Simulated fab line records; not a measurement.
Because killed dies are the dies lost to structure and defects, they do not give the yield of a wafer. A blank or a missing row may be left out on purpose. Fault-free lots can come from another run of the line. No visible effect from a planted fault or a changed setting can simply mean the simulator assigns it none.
A single fault, viewed from 2 desks / flow sfqLine / numbers are kept per desk, each desk with only its own; the story behind them comes last

FROM THE METROLOGY DESK
Means of the sampled wafers that have a number, per lot and without regard to the tool the lot ran on: this is what the gauges read. A lot is out of limits, marked OUT, if its mean lies more than 4 standard deviations from the usual mean; the brackets give that distance.
Columns: A = M3_NB_RS at SFQ_M3_RS_MEAS_919, usual 0.889 ohm/sq; B = M3_OVL at SFQ_M3_OVL_MEAS_921, usual -2 nm
lot=L328; first seen here=day 21 20:19; A=0.891; B=0
lot=L329; first seen here=day 22 13:07; A=0.895; B=-5
lot=L334; first seen here=day 24 11:41; A=0.887; B=0
lot=L335; first seen here=day 25 08:03; A=0.875; B=-3
lot=L347; first seen here=day 29 22:50; A=0.883; B=-7
lot=L348; first seen here=day 30 07:14; A=0.905; B=-2
This desk's finding: nothing out of limits on any of the 6 lots.

THE TOOL OWNER'S DESK: rieMetal-01
The tool's own readings at SFQ_TRILAYER_M3_BARC_OPEN_METAL_ETCH_100 (etches BARC in O2, target depth 125 nm, time 41.7 s): means of the sampled wafers that have a number, for each lot that ran on this tool. A lot is out of limits, marked OUT, if its mean lies more than 4 standard deviations from the usual mean; the brackets give that distance.
Columns: A = drypumpMotorCurrentA at SFQ_TRILAYER_M3_BARC_OPEN_METAL_ETCH_100, usual 5.9 A; B = oesProductAu at SFQ_TRILAYER_M3_BARC_OPEN_METAL_ETCH_100, usual 0.685 a.u.; C = runLengthS at SFQ_TRILAYER_M3_BARC_OPEN_METAL_ETCH_100, usual 70.0 s
lot=L328; first seen here=day 26 05:09; A=6.3; B=0.685; C=69.6
lot=L334; first seen here=day 30 07:28; A=6.3; B=0.762 (+17) OUT; C=64.5 (-6.2) OUT
lot=L335; first seen here=day 31 07:53; A=6.3; B=0.756 (+15) OUT; C=67.4
lot=L347; first seen here=day 35 15:56; A=6.4; B=0.680; C=69.8
lot=L348; first seen here=day 36 00:21; A=6.3; B=0.682; C=72.5
This desk's finding: out of limits on L334, L335; first on L334, day 30 07:28 (oesProductAu at SFQ_TRILAYER_M3_BARC_OPEN_METAL_ETCH_100). In limits: L328, L347, L348.

BROUGHT TOGETHER
The tool owner's desk had the chance to raise an alarm at day 30 07:28 on L334, L335.
The metrology desk saw nothing out of limits.
The metrology desk has L334, L335 on record, within its limits.
Every lot named ran SFQ_TRILAYER_M3_BARC_OPEN_METAL_ETCH_100 on rieMetal-01.

WHAT WAS PUT IN BY THE SIMULATOR
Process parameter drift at SFQ_TRILAYER_M3_BARC_OPEN_METAL_ETCH_100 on rieMetal-01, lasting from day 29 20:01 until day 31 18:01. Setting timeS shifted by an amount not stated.
Shown lots that were struck: L334, L335.
Hours from the fault's start to each desk's first reading out of limits: the tool owner's desk, 11.
